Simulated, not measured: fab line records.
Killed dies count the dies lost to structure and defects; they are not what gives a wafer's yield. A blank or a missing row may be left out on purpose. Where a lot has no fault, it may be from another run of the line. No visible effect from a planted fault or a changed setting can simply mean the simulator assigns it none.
Which tool was responsible?	flow gf180mcu	Sampling: 24 lots, 72 wafers, 6 of 602 route steps

== WHAT THE GAUGES READ, wafer by wafer ==
GF_V4_OVL_MEAS_15. Usual: V4_OVL gives -4 nm (standard deviation 5.6).
lot	measured	on	V4_OVL (nm)	flag
L074	day 24 09:01	overlay-02	-5 -10 1	
L075	day 24 15:37	overlay-02	-4 1 3	
L076	day 25 03:40	overlay-02	-8 -2 -10	
L077	day 25 14:26	overlay-02	-6 -3 0	
L078	day 25 20:31	overlay-01	3 -13 -3	
L079	day 26 06:19	overlay-01	3 -2 -3	
L080	day 26 14:28	overlay-02	-7 -2 -5	
L081	day 26 17:46	overlay-02	-8 -5 2	
L082	day 27 06:02	overlay-01	4 -4 -4	
L083	day 27 07:01	overlay-01	-6 -9 -3	
L084	day 27 18:26	overlay-01	-12 -4 -11	
L085	day 27 21:20	overlay-02	-7 0 -6	
L086	day 28 16:08	overlay-02	4 -10 -8	
L087	day 28 17:34	overlay-02	2 -9 -10	
L088	day 28 21:22	overlay-01	-5 8 -5	
L089	day 29 11:25	overlay-02	-6 -5 -10	
L090	day 29 14:10	overlay-02	-4 1 -2	
L091	day 29 19:46	overlay-01	-10 -6 -4	
L092	day 30 04:40	overlay-01	11 -12 6	
L093	day 30 14:14	overlay-02	-8 -14 -11	
L094	day 30 16:44	overlay-02	-6 -9 -6	
L096	day 31 04:50	overlay-01	-5 5 -3	
L095	day 31 06:23	overlay-02	-3 -9 7	
L097	day 31 06:49	overlay-02	-2 4 0	

== EACH LOT AND THE TOOL THAT RAN IT (in order: tool; ch and the chambers of the sampled wafers; start) ==
lot	GF_V2_CVD_02	GF_M3_SPUTTER_03	GF_V3_ETCH_16	GF_V3_ETCH_17	GF_M4_SPUTTER_04
L074	pecvd-02 ch 0,2, day 19 05:31	pvd_sputter-04, day 20 08:20	rie_diel-02 ch 0,2,3, day 22 09:16	rie_diel-02 ch 0,2,3, day 22 10:49 or earlier	pvd_sputter-03, day 22 10:49
L075	pecvd-04 ch 0,1,2, day 19 12:47	pvd_sputter-04, day 20 15:36	rie_diel-01 ch 0,1,3, day 22 15:47	rie_diel-01 ch 0,1,3, day 22 17:19 or earlier	pvd_sputter-01, day 22 17:19
L076	pecvd-02 ch 0,1,2, day 20 01:22	pvd_sputter-04, day 21 03:59	rie_diel-01 ch 0,1,2, day 23 04:02	rie_diel-01 ch 0,1,2, day 23 05:50 or earlier	pvd_sputter-03, day 23 05:50
L077	pecvd-03 ch 0,1,2, day 20 12:17	pvd_sputter-03, day 21 14:00	rie_diel-01 ch 1,2,3, day 23 15:06	rie_diel-01 ch 1,2,3, day 23 16:55 or earlier	pvd_sputter-01, day 23 16:55
L078	pecvd-04 ch 0,2, day 20 19:19	pvd_sputter-02, day 21 22:59	rie_diel-04 ch 0,1,3, day 23 22:19	rie_diel-04 ch 0,1,3, day 23 23:53 or earlier	pvd_sputter-03, day 23 23:53
L079	pecvd-04 ch 1,2, day 21 06:50	pvd_sputter-03, day 22 08:46	rie_diel-04 ch 0,1,2, day 24 07:40	rie_diel-04 ch 0,1,2, day 24 09:13 or earlier	pvd_sputter-04, day 24 09:13
L080	pecvd-03 ch 0,1,2, day 21 16:26	pvd_sputter-04, day 22 17:25	rie_diel-04 ch 0,1,2, day 24 16:00	rie_diel-04 ch 0,1,2, day 24 17:33 or earlier	pvd_sputter-03, day 24 17:33
L081	pecvd-03 ch 0,2, day 21 21:38	pvd_sputter-03, day 22 22:25	rie_diel-01 ch 0,2,3, day 24 20:02	rie_diel-01 ch 0,2,3, day 24 21:35 or earlier	pvd_sputter-04, day 24 21:35
L082	pecvd-04 ch 0,1,2, day 22 09:29	pvd_sputter-03, day 23 10:25	rie_diel-04 ch 0,2, day 25 08:44	rie_diel-04 ch 0,2, day 25 10:24 or earlier	pvd_sputter-04, day 25 10:24
L083	pecvd-03 ch 0,1,2, day 22 12:55	pvd_sputter-03, day 23 13:40	rie_diel-04 ch 0,2, day 25 10:00	rie_diel-04 ch 0,2, day 25 11:46 or earlier	pvd_sputter-01, day 25 11:46
L084	pecvd-03 ch 1,2, day 23 02:00	pvd_sputter-02, day 24 03:15	rie_diel-02 ch 2,3, day 25 23:21	rie_diel-02 ch 2,3, day 26 00:53 or earlier	pvd_sputter-01, day 26 00:53
L085	pecvd-02 ch 0,1, day 23 04:38	pvd_sputter-03, day 24 04:56	rie_diel-04 ch 2,3, day 26 01:41	rie_diel-04 ch 2,3, day 26 03:13 or earlier	pvd_sputter-04, day 26 03:13
L086	pecvd-02 ch 0,1,2, day 24 02:00	pvd_sputter-03, day 25 02:09	rie_diel-01 ch 0,1,3, day 26 20:53	rie_diel-01 ch 0,1,3, day 26 22:25 or earlier	pvd_sputter-01, day 26 22:25
L087	pecvd-04 ch 0,2, day 24 03:29	pvd_sputter-04, day 25 03:44	rie_diel-04 ch 0,1,3, day 26 22:28	rie_diel-04 ch 0,1,3, day 27 00:02 or earlier	pvd_sputter-04, day 27 00:02
L088	pecvd-04 ch 1,2, day 24 08:37	pvd_sputter-04, day 25 08:25	rie_diel-04 ch 0,1,3, day 27 03:16	rie_diel-04 ch 0,1,3, day 27 04:49 or earlier	pvd_sputter-03, day 27 04:49
L089	pecvd-03 ch 0,1,2, day 24 23:51	pvd_sputter-03, day 25 23:07	rie_diel-04 ch 1,3, day 27 17:07	rie_diel-04 ch 1,3, day 27 18:59 or earlier	pvd_sputter-01, day 27 18:59
L090	pecvd-02 ch 0,1, day 25 02:22	pvd_sputter-02, day 26 01:31	rie_diel-01 ch 0,1, day 27 19:59	rie_diel-01 ch 0,1, day 27 21:37 or earlier	pvd_sputter-04, day 27 21:37
L091	pecvd-02 ch 1,2, day 25 09:11	pvd_sputter-02, day 26 08:38	rie_diel-04 ch 2,3, day 28 02:35	rie_diel-04 ch 2,3, day 28 04:07 or earlier	pvd_sputter-04, day 28 04:07
L092	pecvd-04 ch 1,2, day 25 18:58	pvd_sputter-04, day 26 18:20	rie_diel-02 ch 1,3, day 28 11:49	rie_diel-02 ch 1,3, day 28 13:22 or earlier	pvd_sputter-04, day 28 13:22
L093	pecvd-02 ch 0,1,2, day 26 06:47	pvd_sputter-02, day 27 05:27	rie_diel-04 ch 0,2,3, day 28 21:32	rie_diel-04 ch 0,2,3, day 28 23:06 or earlier	pvd_sputter-01, day 28 23:06
L094	pecvd-03 ch 0,2, day 26 08:51	pvd_sputter-04, day 27 07:11	rie_diel-01 ch 0,2,3, day 28 23:53	rie_diel-01 ch 0,2,3, day 29 01:25 or earlier	pvd_sputter-04, day 29 01:25
L096	pecvd-03 ch 0,1,2, day 26 22:50	pvd_sputter-03, day 27 20:47	rie_diel-04 ch 0,1,2, day 29 13:23	rie_diel-04 ch 0,1,2, day 29 14:55 or earlier	pvd_sputter-04, day 29 14:55
L095	pecvd-03 ch 0,1, day 27 01:23	pvd_sputter-02, day 27 23:36	rie_diel-04 ch 0,2,3, day 29 15:09	rie_diel-04 ch 0,2,3, day 29 16:41 or earlier	pvd_sputter-01, day 29 16:41
L097	pecvd-04 ch 0,1, day 27 01:29	pvd_sputter-04, day 28 00:02	rie_diel-01 ch 0,1,2, day 29 16:09	rie_diel-01 ch 0,1,2, day 29 17:41 or earlier	pvd_sputter-01, day 29 17:41
- GF_V2_CVD_02: deposits SiO2 from TEOS, target thk 850 nm, time 94.851 s.
- GF_M3_SPUTTER_03: material Ti, target thk 10 nm, time 6.7 s.
- GF_V3_ETCH_16: etches BARC in N2/H2.
- GF_V3_ETCH_17: etches SiO2 in C4F8/O2/Ar, stops on TiN, target depth 635 nm.
- GF_M4_SPUTTER_04: material TiN, target thk 50 nm, time 41.7 s.

== WHAT THE TOOLS THEMSELVES READ (means of the sampled wafers that have a number; where no wafer has one, the mark that the record gives instead) ==
GF_V2_CVD_02. Usual: heater_power_w 691 W, standard deviation 130; rf_fwd_power_W 596.5 W, standard deviation 2.1.
lot	tool	heater_power_w (W)	rf_fwd_power_W (W)	flag
L074	pecvd-02	779	598.3	
L075	pecvd-04	693	595.7	
L076	pecvd-02	736	596.6	
L077	pecvd-03	730	595.4	
L078	pecvd-04	778	596.7	
L079	pecvd-04	727	595.7	
L080	pecvd-03	662	596.4	
L081	pecvd-03	637	599.6	
L082	pecvd-04	682	595.4	
L083	pecvd-03	729	593.9	
L084	pecvd-03	616	596.9	
L085	pecvd-02	759	596.5	
L086	pecvd-02	712	597.8	
L087	pecvd-04	828	595.2	
L088	pecvd-04	773	595.1	
L089	pecvd-03	659	594.2	
L090	pecvd-02	632	597.8	
L091	pecvd-02	556	598.9	
L092	pecvd-04	657	595.7	
L093	pecvd-02	693	595.9	
L094	pecvd-03	651	596.9	
L096	pecvd-03	686	597.0	
L095	pecvd-03	706	595.5	
L097	pecvd-04	646	596.4	

GF_M3_SPUTTER_03. Usual: throttle_valve_pct reads 29.5 % (standard deviation 1).
lot	tool	throttle_valve_pct (%)	flag
L074	pvd_sputter-04	29.0	
L075	pvd_sputter-04	30.1	
L076	pvd_sputter-04	29.5	
L077	pvd_sputter-03	29.7	
L078	pvd_sputter-02	30.2	
L079	pvd_sputter-03	29.1	
L080	pvd_sputter-04	30.2	
L081	pvd_sputter-03	29.2	
L082	pvd_sputter-03	29.2	
L083	pvd_sputter-03	30.0	
L084	pvd_sputter-02	29.8	
L085	pvd_sputter-03	29.0	
L086	pvd_sputter-03	28.3	
L087	pvd_sputter-04	28.8	
L088	pvd_sputter-04	29.5	
L089	pvd_sputter-03	30.0	
L090	pvd_sputter-02	29.9	
L091	pvd_sputter-02	29.6	
L092	pvd_sputter-04	28.7	
L093	pvd_sputter-02	30.2	
L094	pvd_sputter-04	29.4	
L096	pvd_sputter-03	29.9	
L095	pvd_sputter-02	30.0	
L097	pvd_sputter-04	28.5	

GF_V3_ETCH_16. Usual: chamber_pressure_mTorr 29.998 mTorr, standard deviation 0.027; drypump_motor_current_A 5.7 A, standard deviation 0.42; oes_product_au 0.855 a.u., standard deviation 0.0048; rf_fwd_power_W 495.7 W, standard deviation 2; throttle_valve_pct 13.225 %, standard deviation 0.0098.
lot	tool	chamber_pressure_mTorr (mTorr)	drypump_motor_current_A (A)	oes_product_au (a.u.)	rf_fwd_power_W (W)	throttle_valve_pct (%)	flag
L074	rie_diel-02	30.006	6.1	0.854	495.0	13.220	
L075	rie_diel-01	30.001	5.4	0.850	495.6	13.224	
L076	rie_diel-01	30.000	5.3	0.853	494.9	13.221	
L077	rie_diel-01	30.015	5.6	0.857	496.4	13.222	
L078	rie_diel-04	29.997	5.8	0.856	494.8	13.222	
L079	rie_diel-04	29.996	5.6	0.859	495.9	13.215	
L080	rie_diel-04	30.011	5.6	0.861	496.1	13.231	
L081	rie_diel-01	29.996	5.6	0.855	496.3	13.225	
L082	rie_diel-04	30.017	5.4	0.855	494.9	13.224	
L083	rie_diel-04	30.002	5.3	0.854	495.8	13.233	
L084	rie_diel-02	29.976	6.1	0.857	495.7	13.225	
L085	rie_diel-04	29.995	5.7	0.853	496.1	13.223	
L086	rie_diel-01	29.985	5.4	0.851	497.0	13.230	
L087	rie_diel-04	29.977	5.9	0.856	493.7	13.231	
L088	rie_diel-04	30.031	5.9	0.855	494.7	13.235	
L089	rie_diel-04	29.998	6.1	0.854	494.0	13.226	
L090	rie_diel-01	30.004	5.1	0.850	498.4	13.224	
L091	rie_diel-04	29.986	5.9	0.855	495.3	13.230	
L092	rie_diel-02	29.983	6.3	0.854	497.7	13.222	
L093	rie_diel-04	30.015	5.6	0.849	494.2	13.224	
L094	rie_diel-01	30.011	5.6	0.859	497.3	13.222	
L096	rie_diel-04	30.021	5.6	0.853	494.7	13.231	
L095	rie_diel-04	29.976	5.6	0.853	496.4	13.233	
L097	rie_diel-01	30.022	5.3	0.858	496.6	13.214	

GF_V3_ETCH_17. Usual: chamber_pressure_mTorr 40.00 mTorr, standard deviation 0.038; oes_product_au 0.856 a.u., standard deviation 0.0047; rf_fwd_power_W 1495 W, standard deviation 4.8.
lot	tool	chamber_pressure_mTorr (mTorr)	oes_product_au (a.u.)	rf_fwd_power_W (W)	flag
L074	rie_diel-02	40.00	0.853	1498	
L075	rie_diel-01	40.00	0.859	1488	
L076	rie_diel-01	40.03	0.852	1498	
L077	rie_diel-01	40.01	0.853	1492	
L078	rie_diel-04	39.95	0.859	1494	
L079	rie_diel-04	40.00	0.857	1491	
L080	rie_diel-04	39.99	0.857	1497	
L081	rie_diel-01	40.01	0.858	1494	
L082	rie_diel-04	39.97	0.853	1493	
L083	rie_diel-04	40.00	0.857	1496	
L084	rie_diel-02	39.97	0.860	1493	
L085	rie_diel-04	40.03	0.855	1495	
L086	rie_diel-01	40.07	0.853	1496	
L087	rie_diel-04	40.02	0.862	1495	
L088	rie_diel-04	39.99	0.861	1492	
L089	rie_diel-04	39.98	0.853	1496	
L090	rie_diel-01	39.98	0.858	1496	
L091	rie_diel-04	40.00	0.856	1494	
L092	rie_diel-02	40.02	0.854	1498	
L093	rie_diel-04	39.99	0.851	1490	
L094	rie_diel-01	39.98	0.856	1491	
L096	rie_diel-04	39.98	0.858	1497	
L095	rie_diel-04	40.00	0.851	1491	
L097	rie_diel-01	39.96	0.858	1490	

GF_M4_SPUTTER_04. Usual: throttle_valve_pct reads 29.5 % (standard deviation 1.1).
lot	tool	throttle_valve_pct (%)	flag
L074	pvd_sputter-03	29.2	
L075	pvd_sputter-01	30.2	
L076	pvd_sputter-03	29.3	
L077	pvd_sputter-01	29.1	
L078	pvd_sputter-03	29.0	
L079	pvd_sputter-04	29.9	
L080	pvd_sputter-03	29.4	
L081	pvd_sputter-04	29.5	
L082	pvd_sputter-04	29.5	
L083	pvd_sputter-01	30.7	
L084	pvd_sputter-01	29.3	
L085	pvd_sputter-04	29.5	
L086	pvd_sputter-01	29.7	
L087	pvd_sputter-04	28.8	
L088	pvd_sputter-03	29.6	
L089	pvd_sputter-01	29.9	
L090	pvd_sputter-04	30.5	
L091	pvd_sputter-04	29.2	
L092	pvd_sputter-04	30.4	
L093	pvd_sputter-01	29.6	
L094	pvd_sputter-04	29.4	
L096	pvd_sputter-04	30.0	
L095	pvd_sputter-01	29.1	
L097	pvd_sputter-01	30.8	

== THE ANSWER, worked out from the rows above alone ==
Rule: lot off if the mean of its wafers having a number is beyond 3 standard deviations from the usual mean. A lot without any number at a reading at which 4 lots or more have one is off too. Any other lot the step has rows for is counted as sound. After the gauges, taken in route order, come the tools' own readings; for these a lot's mean is taken, as printed above. At the first step where some lot is off, the reading lying furthest off is the one used; lots without a number count as furthest.
None of the lots is off at any reading shown; this tells nothing.

== WHAT HAD BEEN PUT IN BY THE SIMULATOR ==
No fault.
